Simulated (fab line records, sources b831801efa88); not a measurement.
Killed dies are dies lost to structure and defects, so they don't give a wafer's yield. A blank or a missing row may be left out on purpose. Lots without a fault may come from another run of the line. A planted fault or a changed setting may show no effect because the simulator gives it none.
A struck lot beside a sound one | flow sky130 | 14 steps out of a route of 708
Sound: wafers L421.1, L421.3, L421.6. Struck: wafers L425.4, L425.5, L425.6. The cause comes at the end.
At each step with rows: each side's tool, then ch and its chambers, then its first start. Under that, the readings that differ: sound wafers | struck wafers | difference of the means | sigmas: that difference in standard deviations of wafers without a fault.
alike: readings whose means differ by less than 2 such deviations, and words and numbers that are the same on both sides. not compared: withheld readings, readings that some wafer has no value for, bounds like >300 that may hide the same value, and numbers for which the record gives no deviation and whose values overlap.
The two part at a step that has a row with sigmas, a row that says differs or no value, or rows on one side only. Numbers that don't overlap but have no deviation are shown without sigmas and don't part them. A reading that every wafer of one side lacks parts them only if that side has two wafers or more.

first, 6 steps without rows for these wafers: SKY_PASSIVATION_HMDS_05 (prime time 60 s); SKY_PASSIVATION_COAT_06 (resist thk 3000 nm); SKY_PASSIVATION_SOFTBAKE_07; SKY_PASSIVATION_EXPOSE_08 (exposes mask NSM, target cd 3000 nm); SKY_PASSIVATION_PEB_09; SKY_PASSIVATION_DEVELOP_10 (develop time 60 s).
SKY_PASSIVATION_ETCH_11: etches the open film in CF4/O2, stops on AlCu, target depth 725 nm, time 161.1 s.
  sound on rie_diel-02 ch 0,1,3, day 47 16:20; struck on rie_diel-02 ch 0,1, day 48 12:46
  alike: O2_flow_sccm, drypump_motor_current_A, oes_product_au, throttle_valve_pct
  not compared: rf_hours_counter_h
SKY_PASSIVATION_STRIP_12: strips in O2/N2.
  sound on plasma_asher-02 ch 0,1, day 47 16:27; struck on plasma_asher-03 ch 0,1, day 48 12:54
  reading                     | sound       | struck      | difference | sigmas
  drypump_motor_current_A (A) | 6.1 6.0 6.0 | 4.8 5.5 4.8 | -1.0       | -2
  alike: oes_product_au, strip_time_to_endpoint_s
  not compared: rf_hours_counter_h
then, 4 steps without rows for these wafers: SKY_PAD_OPEN_DEHYDRATE_00 (time 60 s); SKY_PAD_OPEN_HMDS_01 (prime time 60 s); SKY_PAD_OPEN_COAT_02 (resist thk 3000 nm); SKY_PAD_OPEN_SOFTBAKE_03.
SKY_PAD_OPEN_EXPOSE_04: exposes mask PDM, target cd 60000 nm.
  sound on iline_stepper-01 ch 0, day 48 02:04; struck on iline_stepper-02, day 48 22:42
  no value came back on the struck wafers for exposure_dose_mJ_cm2, focus_offset_nm (nm), reticle_temp_C (C); on the sound wafers exposure_dose_mJ_cm2 reads 259.67 259.97 259.61
  alike: mask
then, 1 step without rows for these wafers: SKY_PAD_OPEN_PEB_05.

WHERE THEY PART
First at SKY_PASSIVATION_STRIP_12; last, within this record, at SKY_PAD_OPEN_EXPOSE_04.

WHY: what the simulator had put in
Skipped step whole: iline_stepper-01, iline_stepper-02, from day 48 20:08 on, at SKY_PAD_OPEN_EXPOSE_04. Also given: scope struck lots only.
